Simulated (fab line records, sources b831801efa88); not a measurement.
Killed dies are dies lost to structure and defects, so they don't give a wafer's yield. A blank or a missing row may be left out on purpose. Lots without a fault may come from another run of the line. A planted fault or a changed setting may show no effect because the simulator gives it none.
Tool commonality check | flow gf180mcu | 9 lots, 27 wafers sampled

WHY IT WAS OPENED
At GF_STI_THK_MEAS_30 the reading STI_OXIDATION_02_THK is flagged on 2 of 9 lots. Wafers without a fault read 10.05 nm, standard deviation 0.19.
Rule: a lot is flagged when every wafer of it that has a number lies more than 4 standard deviations from that mean, or none has a number. The other lots count as sound.

lot  | measured    | on            | STI_OXIDATION_02_THK (nm), wafer by wafer | flag
L444 | day 2 08:37 | film_metro-02 | 10.21 10.00 10.13                         |
L445 | day 2 14:14 | film_metro-02 | 10.22 10.02 9.89                          |
L446 | day 2 18:04 | film_metro-01 | 9.67 9.84 9.88                            |
L450 | day 3 12:44 | film_metro-03 | 9.86 10.13 9.94                           |
L451 | day 3 18:52 | film_metro-01 | 9.86 9.89 9.75                            |
L454 | day 4 09:08 | film_metro-02 | 11.22 11.21 11.22                         | FLAGGED
L456 | day 4 19:12 | film_metro-01 | 11.74 11.70 11.43                         | FLAGGED
L457 | day 5 00:46 | film_metro-03 | 9.99 10.01 10.02                          |
L462 | day 6 04:22 | film_metro-02 | 10.11 10.11 10.14                         |
The numbers of the flagged lots are 11.42 nm on average: +1.37 nm against the usual, or +7 standard deviations.

WHICH TOOL RAN EACH LOT
The record holds 1 process step before the reading, out of a route of 602 steps. In each cell: the tool, then ch and the chambers that the sampled wafers went through, then the start.
lot  | flag    | GF_STI_OXIDATION_29
L444 |         | furnace-02 ch 0, day 2 07:13
L445 |         | furnace-01 ch 0, day 2 12:50
L446 |         | furnace-02 ch 0, day 2 16:40
L450 |         | furnace-02 ch 0, day 3 11:20
L451 |         | furnace-01 ch 0, day 3 17:28
L454 | FLAGGED | furnace-02 ch 0, day 4 07:44
L456 | FLAGGED | furnace-02 ch 0, day 4 17:49
L457 |         | furnace-01 ch 0, day 4 23:22
L462 |         | furnace-01 ch 0, day 6 02:58
What these steps do:
- GF_STI_OXIDATION_29: stabilise 600 s, purge 300 s, target thk 10 nm.
- GF_STI_THK_MEAS_30

FLAGGED OVER TOTAL, TOOL BY TOOL (the gauges that took the reading come last)
step                | tool          | lots run | flagged | share of the flagged lots | sound lots run after its first flagged lot
GF_STI_OXIDATION_29 | furnace-01    | 4        | 0       | none                      | -
GF_STI_OXIDATION_29 | furnace-02    | 5        | 2       | all                       | 0
GF_STI_THK_MEAS_30  | film_metro-01 | 3        | 1       | some                      | 0
GF_STI_THK_MEAS_30  | film_metro-02 | 4        | 1       | some                      | 1 (L462)
GF_STI_THK_MEAS_30  | film_metro-03 | 2        | 0       | none                      | -

WHAT THE TABLE ALLOWS
1 row of the table ran every flagged lot: furnace-02 at GF_STI_OXIDATION_29.
- furnace-02 at GF_STI_OXIDATION_29: 2 of its 5 lots flagged. Its last sound lot is L450 (day 3 11:20), its first flagged lot L454 (day 4 07:44): a fault that began between those two fits.
One tool is left: furnace-02 at GF_STI_OXIDATION_29.

WHAT THE SIMULATOR HAD PUT IN
Process parameter drift: furnace-02, from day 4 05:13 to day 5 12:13, at GF_STI_OXIDATION_29. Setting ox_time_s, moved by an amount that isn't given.
Lots struck among those shown: L454, L456. The rule above found the same.
